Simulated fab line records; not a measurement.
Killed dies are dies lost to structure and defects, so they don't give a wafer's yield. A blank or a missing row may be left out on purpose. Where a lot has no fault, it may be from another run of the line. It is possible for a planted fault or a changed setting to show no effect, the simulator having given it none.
fab line records	flow gf180mcu
record lots=11	wafers=31	last_day=34
route steps=602 shown M1@331 V1@358 V2@397
lots that met no fault: from a run of the same line without faults
start_h: the number of hours between the record's first day and the start of the first shown wafer of the lot	wait_h: how many hours have passed since the lot's step before this one	" the same as in the row above	L1.1+2: a single row standing in for several wafers	- no value, or no start was given	* or withheld: withheld	< > ~ a bound
route shown NAME@n: names a module that has steps shown in the file, with the first one's number in the route	usual: average and standard deviation across the fault-free wafers	same: alike in all rows	chamber/n: place in a boat	sites: per-site readings	_std_site: their standard deviation	_edge_site: outer sites' mean less inner sites'	radius_mm: how far each site lies from the wafer's centre	mask NAME#n: copy n	behind: the most recent tool/chamber to have shaped the wafer	hold: the reason the lot was held/the length of the hold in hours/how it ended	device: names the non-switching transistor (n, p or np)	end of line: tests run on the same wafers once the route is complete	step lacking rows: just its recipe	killed: not the wafer's yield, but the dies lost to structure and defects at the first sort	map: per-die view of a wafer (x killed, . not killed, _ where there is no die)
set.NAME: the setting the step ran with; set.NAME@STEP: the setting that earlier step ran with	model.NAME: the simulator's own value behind a step, which no gauge read
a sample of lots followed through the steps of the route, with each step as a table and each wafer as a row
services: a tool's chamber out of use, with start hour (start_h, from the record's first day; less than 0 if before it), hours out, and reason
## steps
# step GF_M1_METAL_ETCH_16
# recipe chemistry=Cl2/BCl3	mask_material=KrF	target_depth_nm=750.8	stop_on=SiO2	pressure_mtorr=8	icp_w=800	bias_w=140	Cl2_flow_sccm=80	bcl3_flow_sccm=40	time_s=125.1
# usual drypump_motor_current_A=6.1/0.33	oes_product_au=0.987/0.0071	throttle_valve_pct=28.233/0.011
lot.wafer	tool	chamber	start_h	wait_h	drypump_motor_current_A	oes_product_au	rf_hours_counter_h	throttle_valve_pct
L966.1	rie_metal-02	0	400.02	0.0	6.0	0.996	1	28.246
L966.2	"	1	"	"	6.5	0.990	9	28.238
L966.6	"	1	"	"	6.5	0.994	-	28.226
L969.1	rie_metal-02	1	439.96	0.0	6.5	0.999	10	28.240
L969.5	"	0	"	"	6.0	0.983	-	28.240
L969.6	"	1	"	"	6.5	0.995	-	28.244
L968.1	rie_metal-03	0	441.22	0.0	6.1	0.997	12	28.220
L968.2	"	1	"	"	6.1	0.986	3	28.211
L968.5	"	0	"	"	6.1	0.998	-	28.226
L970.2	rie_metal-04	1	474.27	0.0	5.5	0.985	8	28.219
L970.3	"	1	"	"	5.5	0.985	-	28.231
L970.4	"	0	"	"	6.4	0.991	-	28.236
L974.2	rie_metal-02	1	490.71	0.0	6.5	0.996	11	28.238
L974.4	"	1	"	"	6.5	0.985	-	28.206
L974.5	"	1	"	"	6.5	0.995	-	28.227
L975.2	rie_metal-02	0	506.06	0.0	6.0	0.998	4	28.229
L975.4	"	0	"	"	6.0	0.983	-	28.245
L975.5	"	0	"	"	6.0	0.987	-	28.237
L976.3	rie_metal-02	1	510.50	0.1	6.5	0.991	-	28.228
L976.4	"	0	"	"	6.0	0.986	-	28.230
L976.5	"	1	"	"	6.5	0.992	-	28.214
L977.2	rie_metal-04	0	512.36	0.0	6.4	0.982	11	28.237
L977.3	"	0	"	"	6.4	0.989	-	28.240
L977.5	"	1	"	"	5.6	0.994	-	28.233
L980.2	rie_metal-03	1	535.87	0.0	6.1	0.997	5	28.238
L980.5	"	1	"	"	6.1	0.984	-	28.231
L981.2	rie_metal-04	0	537.41	0.0	6.4	0.980	12	28.251
L981.4	"	1	"	"	5.5	0.973	-	28.230
L981.6	"	0	"	"	6.4	0.974	-	28.247
L986.1	rie_metal-04	1	574.21	0.0	5.5	0.976	11	28.235
L986.5	"	1	"	"	5.5	0.967	-	28.258
# step GF_V1_CVD_23
# recipe material=W	target_thk_nm=350	time_s=105.05	temp_c=400	pressure_torr=40
# usual heater_power_outer_w=563/58	heater_power_w=885/35
lot.wafer	tool	chamber	start_h	wait_h	heater_power_outer_w	heater_power_w
L966.1	cvd_w-02	0	425.63	0.0	566	903
L966.2	"	1	"	"	556	892
L966.6	"	0	"	"	547	897
L969.1	cvd_w-01	1	466.54	0.0	638	912
L969.5	"	0	"	"	480	840
L969.6	"	1	"	"	640	916
L968.1	cvd_w-01	1	468.12	0.1	637	918
L968.2	"	0	"	"	465	829
L968.5	"	1	"	"	649	921
L970.2	cvd_w-01	0	501.02	0.0	486	839
L970.3	"	0	"	"	470	839
L970.4	"	1	"	"	642	937
L974.2	cvd_w-01	1	516.91	0.0	641	917
L974.4	"	0	"	"	490	837
L974.5	"	1	"	"	631	913
L975.2	cvd_w-01	1	531.55	0.0	634	935
L975.4	"	0	"	"	496	849
L975.5	"	1	"	"	634	954
L976.3	cvd_w-01	0	535.44	0.1	484	838
L976.4	"	1	"	"	638	911
L976.5	"	0	"	"	494	808
L977.2	cvd_w-01	1	537.82	0.0	634	906
L977.3	"	1	"	"	625	932
L977.5	"	0	"	"	475	832
L980.2	cvd_w-01	1	560.08	0.0	632	913
L980.5	"	0	"	"	495	838
L981.2	cvd_w-02	0	562.60	0.0	562	939
L981.4	"	0	"	"	546	889
L981.6	"	0	"	"	565	881
L986.1	cvd_w-01	1	598.21	0.0	646	938
L986.5	"	1	"	"	638	930
# step GF_V1_RS_MEAS_24
# recipe thk_meas_gauge=four-point-probe	reads=W_of_V1_CVD_23+TiN_of_V1_SPUTTER_22+Ti_of_V1_SPUTTER_21
# usual V1_W_RS=0.331/0.0048
lot.wafer	tool	chamber	start_h	wait_h	V1_W_RS[ohm/sq]
L966.1	film_metro-02	-	425.74	0.1	0.326
L966.2	"	-	"	"	0.331
L966.6	"	-	"	"	0.325
L969.1	film_metro-03	-	466.65	0.1	0.340
L969.5	"	-	"	"	0.331
L969.6	"	-	"	"	0.340
L968.1	film_metro-01	-	468.23	0.1	0.339
L968.2	"	-	"	"	0.331
L968.5	"	-	"	"	0.336
L970.2	film_metro-01	-	501.15	0.1	0.330
L970.3	"	-	"	"	0.330
L970.4	"	-	"	"	0.334
L974.2	film_metro-01	-	517.04	0.1	0.333
L974.4	"	-	"	"	0.325
L974.5	"	-	"	"	0.334
L975.2	film_metro-01	-	531.68	0.1	0.332
L975.4	"	-	"	"	0.332
L975.5	"	-	"	"	0.335
L976.3	film_metro-01	-	535.55	0.1	0.330
L976.4	"	-	"	"	0.333
L976.5	"	-	"	"	0.333
L977.2	film_metro-02	-	537.95	0.1	0.328
L977.3	"	-	"	"	0.333
L977.5	"	-	"	"	0.328
L980.2	film_metro-01	-	560.22	0.1	0.355
L980.5	"	-	"	"	0.330
L981.2	film_metro-01	-	562.73	0.1	0.330
L981.4	"	-	"	"	0.328
L981.6	"	-	"	"	0.330
L986.1	film_metro-01	-	598.32	0.1	0.362
L986.5	"	-	"	"	0.337
# step GF_V1_THK_MEAS_25
# recipe thk_meas_gauge=xrf	reads=W_of_V1_CVD_23
# usual V1_W_THK=347/4.5
lot.wafer	tool	chamber	start_h	wait_h	V1_W_THK[nm]
L966.1	film_metro-02	-	425.86	0.1	351
L966.2	"	-	"	"	349
L966.6	"	-	"	"	353
L969.1	film_metro-03	-	466.77	0.1	341
L969.5	"	-	"	"	349
L969.6	"	-	"	"	340
L968.1	film_metro-01	-	468.35	0.1	342
L968.2	"	-	"	"	346
L968.5	"	-	"	"	343
L970.2	film_metro-01	-	501.26	0.1	345
L970.3	"	-	"	"	349
L970.4	"	-	"	"	345
L974.2	film_metro-01	-	517.15	0.1	341
L974.4	"	-	"	"	348
L974.5	"	-	"	"	342
L975.2	film_metro-01	-	531.79	0.1	348
L975.4	"	-	"	"	346
L975.5	"	-	"	"	341
L976.3	film_metro-01	-	535.65	0.1	348
L976.4	"	-	"	"	347
L976.5	"	-	"	"	346
L977.2	film_metro-02	-	538.06	0.1	349
L977.3	"	-	"	"	348
L977.5	"	-	"	"	350
L980.2	film_metro-01	-	560.33	0.1	323
L980.5	"	-	"	"	346
L981.2	film_metro-01	-	562.84	0.1	347
L981.4	"	-	"	"	347
L981.6	"	-	"	"	348
L986.1	film_metro-01	-	598.44	0.1	318
L986.5	"	-	"	"	341
# step GF_V2_OVL_MEAS_15
# usual V2_OVL=1/4.9
lot.wafer	tool	chamber	start_h	wait_h	V2_OVL[nm]
L966.1	overlay-02	-	476.91	0.1	-1
L966.2	"	-	"	"	-5
L966.6	"	-	"	"	13
L969.1	overlay-02	-	516.47	0.1	-7
L969.5	"	-	"	"	-2
L969.6	"	-	"	"	-7
L968.1	overlay-02	-	518.02	0.1	-1
L968.2	"	-	"	"	-1
L968.5	"	-	"	"	-4
L970.2	overlay-01	-	549.74	0.1	6
L970.3	"	-	"	"	1
L970.4	"	-	"	"	3
L974.2	overlay-02	-	564.14	0.1	0
L974.4	"	-	"	"	0
L974.5	"	-	"	"	2
L975.2	overlay-02	-	578.41	0.1	-10
L975.4	"	-	"	"	3
L975.5	"	-	"	"	-7
L976.3	overlay-02	-	582.09	0.1	-1
L976.4	"	-	"	"	10
L976.5	"	-	"	"	3
L977.2	overlay-01	-	584.01	0.1	5
L977.3	"	-	"	"	8
L977.5	"	-	"	"	0
L980.2	overlay-02	-	604.43	0.1	-3
L980.5	"	-	"	"	3
L981.2	overlay-02	-	607.08	0.1	-6
L981.4	"	-	"	"	-4
L981.6	"	-	"	"	-4
L986.1	overlay-01	-	641.53	0.1	5
L986.5	"	-	"	"	-2
# step GF_V2_ETCH_16
# recipe chemistry=N2/H2	target_depth_a=withheld	overetch_a=withheld	time_s=withheld	target=BARC	ion_energy_ev=200	source_w=500	bias_w=100	pressure_mtorr=30	n2_flow_sccm=100	h2_flow_sccm=200
# usual drypump_motor_current_A=5.85/0.3	h2_flow_sccm=200.1/0.57	oes_product_au=0.855/0.0048	throttle_valve_pct=13.226/0.01
lot.wafer	tool	chamber	start_h	wait_h	drypump_motor_current_A	h2_flow_sccm	oes_product_au	throttle_valve_pct
L966.1	rie_diel-02	3	476.94	0.0	5.22	200.3	0.858	13.228
L966.2	"	2	"	"	6.39	200.7	0.853	13.225
L966.6	"	1	"	"	6.02	199.0	0.859	13.196
L969.1	rie_diel-01	1	516.51	0.0	5.72	200.5	0.850	13.224
L969.5	"	1	"	"	5.71	200.5	0.859	13.218
L969.6	"	2	"	"	5.60	199.7	0.852	13.243
L968.1	rie_diel-03	1	518.06	0.0	6.45	199.5	0.862	13.211
L968.2	"	3	"	"	5.59	199.2	0.857	13.240
L968.5	"	0	"	"	6.29	200.0	0.851	13.225
L970.2	rie_diel-03	1	549.77	0.0	6.42	200.6	0.860	13.222
L970.3	"	2	"	"	5.91	199.6	0.847	13.217
L970.4	"	3	"	"	5.62	199.2	0.850	13.212
L974.2	rie_diel-02	2	564.17	0.0	6.38	199.9	0.861	13.235
L974.4	"	0	"	"	5.70	200.2	0.852	13.226
L974.5	"	2	"	"	6.37	201.0	0.857	13.201
L975.2	rie_diel-01	3	578.44	0.0	5.83	200.3	0.859	13.222
L975.4	"	2	"	"	5.59	199.6	0.843	13.249
L975.5	"	2	"	"	5.62	199.2	0.852	13.222
L976.3	rie_diel-03	2	582.11	0.0	5.88	199.9	0.857	13.235
L976.4	"	0	"	"	6.29	199.6	0.857	13.234
L976.5	"	0	"	"	6.30	199.8	0.857	13.240
L977.2	rie_diel-01	0	584.04	0.0	5.93	201.0	0.847	13.220
L977.3	"	3	"	"	5.85	199.8	0.864	13.253
L977.5	"	3	"	"	5.83	199.2	0.855	13.222
L980.2	rie_diel-01	0	604.46	0.0	5.92	200.7	0.854	13.223
L980.5	"	1	"	"	5.70	200.8	0.860	13.237
L981.2	rie_diel-02	0	607.11	0.0	5.71	200.4	0.857	13.223
L981.4	"	3	"	"	5.23	199.8	0.860	13.221
L981.6	"	0	"	"	5.71	200.6	0.862	13.228
L986.1	rie_diel-01	0	641.56	0.0	5.94	200.2	0.858	13.234
L986.5	"	0	"	"	5.93	200.5	0.863	13.223
## services
tool	chamber	start_h	hours	kind
rie_diel-01	0	378.46	22.7	repair
cvd_w-01	-	390.00	14.0	pm
rie_metal-02	-	394.82	0.9	repair
rie_diel-03	-	413.21	1.2	repair
rie_diel-01	2	413.42	3.5	repair
rie_diel-02	3	413.93	7.6	repair
cvd_w-01	0	424.50	14.2	repair
rie_metal-04	1	442.03	2.6	repair
rie_metal-02	-	448.92	14.6	pm
rie_diel-02	-	454.13	2.8	pm
rie_diel-03	1	468.20	4.5	repair
rie_metal-02	-	473.80	4.3	pm
rie_diel-01	-	476.18	1.4	repair
rie_diel-01	3	481.50	3.5	repair
rie_metal-04	1	482.71	4.0	repair
rie_diel-03	-	488.03	0.7	repair
rie_diel-01	0	489.09	12.9	repair
rie_diel-02	2	494.14	24.2	repair
rie_diel-03	3	496.07	2.4	repair
rie_metal-04	-	507.49	0.4	repair
rie_metal-02	-	536.59	2.8	pm
rie_metal-04	-	600.18	2.1	repair
rie_metal-04	-	605.50	2.8	pm
rie_metal-04	-	627.80	1.8	repair
## key
first_sign step=GF_V1_RS_MEAS_24	reading=V1_W_RS	direction=up	sigmas=5.9	usual=0.331	struck=0.358
effect step=GF_V1_THK_MEAS_25	reading=V1_W_THK	direction=down	sigmas=5.9	usual=347	struck=320
met_at GF_V1_CVD_23
struck_lots L980,L986
struck_wafers L980.2,L986.1
not_acting_at GF_M1_METAL_ETCH_16,GF_V2_OVL_MEAS_15,GF_V2_ETCH_16
onset_between 537.82 560.08
fault kind=process_parameter_drift	tool=cvd_w-01	chamber=-	onset_h=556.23	steps=GF_V1_CVD_23	channel=target_thk_nm	offset=-17.667	shape=step	end_h=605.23	scope=struck_wafers_only	acts_in=these_recipes_only	stated=350
